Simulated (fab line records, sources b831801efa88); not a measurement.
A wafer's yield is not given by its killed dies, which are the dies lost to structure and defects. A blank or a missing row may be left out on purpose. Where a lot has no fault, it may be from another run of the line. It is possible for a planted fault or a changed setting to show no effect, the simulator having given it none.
fab line records	flow sky130
record: lots: 14	wafers: 42	lastDay: 50
route steps=708 shown FIELD_ISO@14 NWELL@34 PAD_OPEN@708
lots with no fault: from the same line, run without faults
startH: hours from the record's first day to the start of the lot's first wafer shown	waitH: hours since the lot's step before	" the same as in the row above	L1.1+2: a row that stands for several wafers	- value missing, or start not given	* or withheld: withheld	< > ~ a bound
route shown NAME@n: names a module that has steps shown in the file, with the first one's number in the route	usual: mean and standard deviation over wafers with no fault	same: alike in all rows	chamber/n: place in a boat	sites: each site's reading	_std_site: standard deviation of those values	_edge_site: the outer-site mean with the inner-site mean subtracted	radiusMm: how far each site lies from the wafer's centre	mask NAME#n: copy n	behind: tool/chamber where the wafer was last shaped	hold: cause of the lot's hold/its duration in hours/its outcome	device: whichever transistor did not switch (one of n, p or np)	end of line: the route-end tests of the same wafers	for a step that has no rows: nothing shown but its recipe	killed: count of dies lost to structure and defects at first sort (not the wafer's yield)	map: per-die view of a wafer (x killed, . not killed, _ where there is no die)
set.NAME: the run value of the setting; set.NAME@STEP: its run value at that earlier step	model.NAME: the simulator's own value behind a step, which no gauge read
route steps across a sampled set of lots; one table per step, one row per wafer
services: a tool's chamber out of use, with start hour (startH, from the record's first day; less than 0 if before it), hours out, and reason
== steps ==
step: SKY_FIELD_ISO_CD_MEAS_13
recipe: targetCdNm: 150
usual: cdNm: 150.3/1.3
lot.wafer	tool	chamber	startH	waitH	cdNm
L895.1	cdSem-02	-	34.36	-	151.7
L895.4	"	-	"	"	150.4
L895.6	"	-	"	"	150.7
L894.1	cdSem-01	-	34.50	-	150.8
L894.3	"	-	"	"	150.5
L894.4	"	-	"	"	150.9
L896.1	cdSem-02	-	38.61	-	149.1
L896.3	"	-	"	"	148.7
L896.6	"	-	"	"	148.9
L897.1	cdSem-01	-	43.61	-	150.6
L897.5	"	-	"	"	150.0
L897.6	"	-	"	"	150.0
L898.2	cdSem-01	-	48.13	-	151.1
L898.3	"	-	"	"	151.5
L898.4	"	-	"	"	152.3
L899.2	cdSem-02	-	53.02	-	149.0
L899.3	"	-	"	"	149.5
L899.5	"	-	"	"	148.3
L901.1	cdSem-01	-	67.80	-	152.3
L901.3	"	-	"	"	150.6
L901.6	"	-	"	"	149.7
L902.1	cdSem-02	-	74.15	-	150.2
L902.4	"	-	"	"	153.8
L902.5	"	-	"	"	151.4
L903.3	cdSem-01	-	78.70	-	152.5
L903.4	"	-	"	"	151.3
L903.5	"	-	"	"	151.4
L904.1	cdSem-02	-	81.00	-	149.3
L904.4	"	-	"	"	150.8
L904.5	"	-	"	"	149.0
L905.1	cdSem-01	-	87.65	-	150.4
L905.4	"	-	"	"	148.8
L905.6	"	-	"	"	151.3
L910.3	cdSem-02	-	115.89	-	149.0
L910.5	"	-	"	"	150.3
L910.6	"	-	"	"	150.3
L914.1	cdSem-01	-	135.06	-	148.7
L914.3	"	-	"	"	152.3
L914.4	"	-	"	"	150.6
L917.1	cdSem-01	-	158.42	-	149.6
L917.2	"	-	"	"	148.6
L917.3	"	-	"	"	152.4
step: SKY_FIELD_ISO_THK_MEAS_25
recipe: reads: SiO2_of_FIELD_ISO_CVD_24
usual: FIELD_ISO_CVD_24_THK: 599/8.8
lot.wafer	tool	chamber	startH	waitH	FIELD_ISO_CVD_24_THK[nm]
L895.1	filmMetro-02	-	36.33	0.0	590
L895.4	"	-	"	"	607
L895.6	"	-	"	"	595
L894.1	filmMetro-01	-	37.50	0.0	598
L894.3	"	-	"	"	580
L894.4	"	-	"	"	594
L896.1	filmMetro-01	-	41.52	0.0	602
L896.3	"	-	"	"	575
L896.6	"	-	"	"	584
L897.1	filmMetro-03	-	45.58	0.0	604
L897.5	"	-	"	"	606
L897.6	"	-	"	"	604
L898.2	filmMetro-01	-	50.66	0.0	581
L898.3	"	-	"	"	581
L898.4	"	-	"	"	587
L899.2	filmMetro-02	-	54.98	0.0	616
L899.3	"	-	"	"	602
L899.5	"	-	"	"	612
L901.1	filmMetro-03	-	69.76	0.0	602
L901.3	"	-	"	"	597
L901.6	"	-	"	"	601
L902.1	filmMetro-03	-	76.13	0.0	595
L902.4	"	-	"	"	609
L902.5	"	-	"	"	612
L903.3	filmMetro-01	-	80.67	0.1	603
L903.4	"	-	"	"	606
L903.5	"	-	"	"	599
L904.1	filmMetro-02	-	82.99	0.0	598
L904.4	"	-	"	"	599
L904.5	"	-	"	"	601
L905.1	filmMetro-01	-	89.83	0.0	604
L905.4	"	-	"	"	608
L905.6	"	-	"	"	599
L910.3	filmMetro-01	-	122.14	0.1	594
L910.5	"	-	"	"	604
L910.6	"	-	"	"	588
L914.1	filmMetro-01	-	138.99	0.0	600
L914.3	"	-	"	"	600
L914.4	"	-	"	"	607
L917.1	filmMetro-03	-	161.09	0.0	596
L917.2	"	-	"	"	598
L917.3	"	-	"	"	599
step: SKY_FIELD_ISO_WET_ETCH_30
recipe: chemistry: dHF	targetDepthNm: 25	target: SiO2	dilution: 10:1	tempC: 25	timeS: 48.24
usual: bathHeatDutyPct: 6.7/0.58	tempC: 25.02/0.1
lot.wafer	tool	chamber	startH	waitH	bathHeatDutyPct	tempC
L895.1	wetBench-02	0	39.71	0.0	5.7	24.91
L895.4	"	0	"	"	6.7	24.99
L895.6	"	0	"	"	6.5	24.94
L894.1	wetBench-04	3	40.22	0.0	7.1	25.04
L894.3	"	3	"	"	6.1	24.86
L894.4	"	3	"	"	6.8	25.15
L896.1	wetBench-04	2	45.24	0.0	6.6	25.09
L896.3	"	2	"	"	6.7	25.11
L896.6	"	2	"	"	6.0	25.07
L897.1	wetBench-04	2	49.02	0.0	6.3	25.00
L897.5	"	2	"	"	6.8	25.03
L897.6	"	2	"	"	6.8	25.03
L898.2	wetBench-01	0	53.72	0.0	7.9	24.91
L898.3	"	0	"	"	7.1	24.84
L898.4	"	0	"	"	7.2	24.92
L899.2	wetBench-01	1	57.37	0.0	7.0	25.01
L899.3	"	1	"	"	7.6	25.26
L899.5	"	1	"	"	6.6	25.04
L901.1	wetBench-01	3	72.89	0.0	0	15.81
L901.3	"	3	"	"	0	15.90
L901.6	"	3	"	"	0	15.76
L902.1	wetBench-01	1	78.54	0.0	0	16.00
L902.4	"	1	"	"	0	16.04
L902.5	"	1	"	"	0	15.78
L903.3	wetBench-02	2	83.56	0.0	6.8	25.11
L903.4	"	2	"	"	6.0	25.06
L903.5	"	2	"	"	6.6	24.99
L904.1	wetBench-04	0	86.60	0.0	6.4	24.93
L904.4	"	0	"	"	6.6	24.93
L904.5	"	0	"	"	7.1	25.05
L905.1	wetBench-01	1	92.22	0.0	0	15.82
L905.4	"	1	"	"	0	15.90
L905.6	"	1	"	"	0	15.85
L910.3	wetBench-02	0	125.86	0.0	5.9	25.21
L910.5	"	0	"	"	6.0	25.09
L910.6	"	0	"	"	6.2	25.21
L914.1	wetBench-02	2	142.37	0.0	6.2	25.16
L914.3	"	2	"	"	6.3	25.11
L914.4	"	2	"	"	6.3	24.98
L917.1	wetBench-02	0	164.68	0.0	6.2	24.91
L917.2	"	0	"	"	6.9	25.04
L917.3	"	0	"	"	6.7	24.94
step: SKY_NWELL_THK_MEAS_02
recipe: reads: SiO2_of_NWELL_OXIDATION_01
usual: NWELL_OXIDATION_THK: 10.05/0.17
lot.wafer	tool	chamber	startH	waitH	NWELL_OXIDATION_THK[nm]
L894.1	filmMetro-02	-	42.12	0.0	10.10
L894.3	"	-	"	"	10.14
L894.4	"	-	"	"	10.00
L895.1	filmMetro-03	-	42.12	0.0	9.89
L895.4	"	-	"	"	10.15
L895.6	"	-	"	"	9.97
L896.1	filmMetro-03	-	46.84	0.0	9.89
L896.3	"	-	"	"	10.04
L896.6	"	-	"	"	10.07
L897.1	filmMetro-03	-	51.39	0.0	9.96
L897.5	"	-	"	"	9.83
L897.6	"	-	"	"	9.76
L898.2	filmMetro-02	-	55.20	0.0	9.92
L898.3	"	-	"	"	10.08
L898.4	"	-	"	"	9.95
L899.2	filmMetro-02	-	58.85	0.0	10.49
L899.3	"	-	"	"	10.24
L899.5	"	-	"	"	10.24
L901.1	filmMetro-03	-	75.28	0.0	9.93
L901.3	"	-	"	"	10.02
L901.6	"	-	"	"	10.09
L902.1	filmMetro-03	-	80.06	0.0	9.98
L902.4	"	-	"	"	9.89
L902.5	"	-	"	"	10.12
L903.3	filmMetro-03	-	85.80	0.0	10.15
L903.4	"	-	"	"	10.17
L903.5	"	-	"	"	9.99
L904.1	filmMetro-03	-	88.52	0.0	10.13
L904.4	"	-	"	"	10.07
L904.5	"	-	"	"	10.24
L905.1	filmMetro-03	-	96.12	0.0	9.99
L905.4	"	-	"	"	10.07
L905.6	"	-	"	"	10.10
L910.3	filmMetro-03	-	127.94	0.0	10.10
L910.5	"	-	"	"	10.15
L910.6	"	-	"	"	10.12
L914.1	filmMetro-03	-	144.43	0.0	9.65
L914.3	"	-	"	"	9.67
L914.4	"	-	"	"	9.64
L917.1	filmMetro-03	-	168.09	0.0	9.74
L917.2	"	-	"	"	10.11
L917.3	"	-	"	"	10.09
step: SKY_PAD_OPEN_PROBE_99
usual: killed_at_M0_to_M3: 44/7.2	killed_at_M4_up: 3.1/1.8	killedAtContacts: 25/5.2	killedAtFrontEnd: 15/3.9	killedAtOther: 0.2/0.5	killedDies: 86/9.5	killedOpen: 47/7.3	killedShort: 40/6
same: grossDies: 492	killedAtBackSide: 0
lot.wafer	tool	chamber	startH	waitH	killed_at_M0_to_M3	killed_at_M4_up	killedAtContacts	killedAtFrontEnd	killedAtOther	killedDies	killedOpen	killedShort
L894.1	prober-02	-	1074.77	0.1	40	2	19	10	1	72	41	31
L894.3	prober-02	-	1074.87	0.2	40	1	25	8	1	75	45	30
L894.4	prober-02	-	1074.92	0.2	57	6	20	14	0	97	53	44
L895.1	prober-02	-	1075.72	0.1	52	3	29	14	0	98	46	52
L895.4	prober-02	-	1075.87	0.2	48	3	21	15	0	87	39	48
L895.6	prober-02	-	1075.97	0.2	49	0	34	13	1	97	53	44
L896.1	prober-02	-	1078.58	0.1	38	3	23	15	0	79	47	32
L896.3	prober-02	-	1078.68	0.2	53	5	30	14	0	102	56	46
L896.6	prober-02	-	1078.83	0.2	48	4	21	16	0	89	44	45
L901.1	prober-02	-	1120.13	0.1	45	4	31	11	0	91	56	35
L901.3	prober-02	-	1120.23	0.2	30	10	20	15	0	75	43	32
L901.6	prober-02	-	1120.38	0.2	45	7	32	17	0	101	52	49
L902.1	prober-01	-	1125.99	0.1	31	3	33	14	0	81	48	33
L902.4	prober-01	-	1126.14	0.2	41	3	21	11	0	76	40	36
L902.5	prober-01	-	1126.19	0.2	30	2	23	17	1	73	44	29
L905.1	prober-02	-	1142.52	0.1	42	4	25	16	0	87	45	42
L905.4	prober-02	-	1142.67	0.2	57	1	24	11	0	93	59	34
L905.6	prober-02	-	1142.77	0.2	40	1	25	12	0	78	40	38
L917.1	prober-01	-	1203.29	0.1	33	5	20	15	0	73	41	32
L917.2	prober-01	-	1203.34	0.1	58	5	20	21	0	104	59	45
L917.3	prober-01	-	1203.39	0.2	44	4	23	13	0	84	42	40
killed by level:class
L894.1 VIA1:geometricParticle:open=10 CONTACT:geometricParticle:open=9 POLY_GATE:geometricParticle:open=6 VIA2:geometricParticle:open=6 VIA1:geometricParticle:short=5 LI_CONTACT:geometricParticle:open=4 LOCAL_INTERCONNECT:geometricParticle:short=4 METAL1:geometricParticle:short=4
L894.3 VIA1:geometricParticle:open=13 CONTACT:geometricParticle:open=10 LOCAL_INTERCONNECT:geometricParticle:short=5 VIA1:geometricParticle:short=5 FIELD_ISO:geometricParticle:open=4 LI_CONTACT:geometricParticle:short=4 LI_CONTACT:geometricParticle:open=4 VIA2:geometricParticle:open=4
L894.4 VIA3:geometricParticle:open=12 VIA1:geometricParticle:open=11 METAL2:geometricParticle:short=9 METAL3:geometricParticle:short=6 LI_CONTACT:geometricParticle:short=6 POLY_GATE:geometricParticle:open=5 LOCAL_INTERCONNECT:geometricParticle:short=4 CONTACT:geometricParticle:open=4
L895.1 VIA1:geometricParticle:open=11 LI_CONTACT:geometricParticle:open=9 METAL2:geometricParticle:short=9 CONTACT:geometricParticle:open=8 METAL1:geometricParticle:short=7 VIA2:geometricParticle:open=6 LI_CONTACT:geometricParticle:short=5 FIELD_ISO:geometricParticle:short=4
L895.4 METAL2:geometricParticle:short=9 VIA1:geometricParticle:open=7 CONTACT:geometricParticle:open=6 VIA2:geometricParticle:open=6 LI_CONTACT:geometricParticle:open=5 CONTACT:geometricParticle:short=5 METAL3:geometricParticle:short=5 VIA3:geometricParticle:short=5
L895.6 VIA3:geometricParticle:open=12 VIA1:geometricParticle:open=11 CONTACT:geometricParticle:open=10 LI_CONTACT:geometricParticle:open=9 METAL1:geometricParticle:short=8 CONTACT:geometricParticle:short=7 METAL2:geometricParticle:short=7 POLY_GATE:geometricParticle:short=5
L896.1 CONTACT:geometricParticle:open=9 VIA1:geometricParticle:open=8 METAL1:geometricParticle:short=6 VIA2:geometricParticle:open=6 LOCAL_INTERCONNECT:geometricParticle:short=5 FIELD_ISO:geometricParticle:open=4 LI_CONTACT:geometricParticle:open=4 CONTACT:geometricParticle:short=4
L896.3 LI_CONTACT:geometricParticle:open=12 VIA1:geometricParticle:open=11 METAL1:geometricParticle:short=10 VIA2:geometricParticle:open=8 FIELD_ISO:geometricParticle:short=7 LOCAL_INTERCONNECT:geometricParticle:short=6 CONTACT:geometricParticle:short=6 FIELD_ISO:geometricParticle:open=5
L896.6 VIA2:geometricParticle:open=10 METAL2:geometricParticle:short=8 VIA3:geometricParticle:open=7 LI_CONTACT:geometricParticle:open=6 LOCAL_INTERCONNECT:geometricParticle:short=6 FIELD_ISO:geometricParticle:short=5 CONTACT:geometricParticle:open=5 VIA1:geometricParticle:open=5
L901.1 CONTACT:geometricParticle:open=13 VIA1:geometricParticle:open=9 LI_CONTACT:geometricParticle:open=8 VIA2:geometricParticle:open=8 LOCAL_INTERCONNECT:geometricParticle:short=6 VIA3:geometricParticle:open=6 FIELD_ISO:geometricParticle:open=5 METAL2:geometricParticle:short=5
L901.3 LI_CONTACT:geometricParticle:open=9 VIA1:geometricParticle:open=7 METAL4:geometricParticle:short=6 VIA2:geometricParticle:short=5 CONTACT:geometricParticle:short=4 VIA3:geometricParticle:open=4 FIELD_ISO:geometricParticle:open=3 POLY_GATE:geometricParticle:short=3
L901.6 CONTACT:geometricParticle:open=13 LI_CONTACT:geometricParticle:open=12 VIA1:geometricParticle:short=8 VIA1:geometricParticle:open=7 POLY_GATE:geometricParticle:short=6 VIA2:geometricParticle:open=6 METAL2:geometricParticle:short=6 FIELD_ISO:geometricParticle:short=4
L902.1 CONTACT:geometricParticle:open=13 VIA1:geometricParticle:open=10 LOCAL_INTERCONNECT:geometricParticle:short=7 POLY_GATE:geometricParticle:open=6 LI_CONTACT:geometricParticle:open=6 METAL1:geometricParticle:short=4 VIA1:geometricParticle:short=3 CONTACT:geometricParticle:short=3
L902.4 VIA1:geometricParticle:open=11 CONTACT:geometricParticle:open=8 VIA1:geometricParticle:short=5 METAL2:geometricParticle:short=5 VIA2:geometricParticle:short=5 VIA3:geometricParticle:open=5 LI_CONTACT:geometricParticle:open=4 LI_CONTACT:geometricParticle:short=4
L902.5 VIA2:geometricParticle:open=10 VIA1:geometricParticle:open=7 CONTACT:geometricParticle:open=6 POLY_GATE:geometricParticle:open=5 LI_CONTACT:geometricParticle:open=5 LOCAL_INTERCONNECT:geometricParticle:short=5 CONTACT:geometricParticle:short=5 FIELD_ISO:geometricParticle:short=4
L905.1 VIA1:geometricParticle:open=10 CONTACT:geometricParticle:short=8 LI_CONTACT:geometricParticle:open=7 VIA1:geometricParticle:short=7 CONTACT:geometricParticle:open=6 VIA2:geometricParticle:short=6 POLY_GATE:geometricParticle:short=5 VIA2:geometricParticle:open=5
L905.4 VIA1:geometricParticle:open=15 VIA3:geometricParticle:open=10 CONTACT:geometricParticle:open=10 VIA2:geometricParticle:open=7 LI_CONTACT:geometricParticle:open=5 CONTACT:geometricParticle:short=5 POLY_GATE:geometricParticle:short=4 METAL1:geometricParticle:short=4
L905.6 VIA1:geometricParticle:open=8 CONTACT:geometricParticle:open=7 VIA1:geometricParticle:short=7 LI_CONTACT:geometricParticle:open=6 VIA3:geometricParticle:open=6 CONTACT:geometricParticle:short=5 METAL1:geometricParticle:short=5 METAL2:geometricParticle:short=5
L917.1 VIA1:geometricParticle:open=9 VIA3:geometricParticle:open=8 LI_CONTACT:geometricParticle:open=8 CONTACT:geometricParticle:short=6 METAL1:geometricParticle:short=5 FIELD_ISO:geometricParticle:open=3 CONTACT:geometricParticle:open=3 VIA1:geometricParticle:short=3
L917.2 VIA1:geometricParticle:open=12 FIELD_ISO:geometricParticle:open=8 CONTACT:geometricParticle:open=8 VIA3:geometricParticle:open=8 VIA2:geometricParticle:open=7 VIA1:geometricParticle:short=7 CONTACT:geometricParticle:short=6 POLY_GATE:geometricParticle:short=5
L917.3 VIA1:geometricParticle:open=14 CONTACT:geometricParticle:open=7 LOCAL_INTERCONNECT:geometricParticle:short=6 LI_CONTACT:geometricParticle:open=5 VIA1:geometricParticle:short=5 METAL2:geometricParticle:short=5 VIA2:geometricParticle:short=4 LI_CONTACT:geometricParticle:short=4
== services ==
tool	chamber	startH	hours	kind
wetBench-02	-	150.64	1.9	pm
== key ==
firstSign: step: SKY_FIELD_ISO_WET_ETCH_30	reading: tempC	direction: down	sigmas: 89	usual: *	struck: *
effect: step: SKY_FIELD_ISO_WET_ETCH_30	reading: bathHeatDutyPct	direction: down	sigmas: 11	usual: 6.7	struck: 0
metAt SKY_FIELD_ISO_WET_ETCH_30
struckLots L901,L902,L905
testerLeftOut L901,L902,L905
notActingAt SKY_FIELD_ISO_CD_MEAS_13,SKY_FIELD_ISO_THK_MEAS_25,SKY_NWELL_THK_MEAS_02
onsetBetween 57.37 72.89
fault: kind: processParameterDrift	tool: wetBench-01	chamber: -	onsetH: 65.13	steps: SKY_FIELD_ISO_WET_ETCH_30	channel: tempC	offset: *	shape: step	endH: 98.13	actsIn: *	stated: *
testerLeftOut: of these lots the tester's yield and bins aren't shown, on N5 and GAA mostly nor the transistor test; their killed dies are dies lost to structure and defects alone, not to doping, threshold or leakage, so they don't give the yield
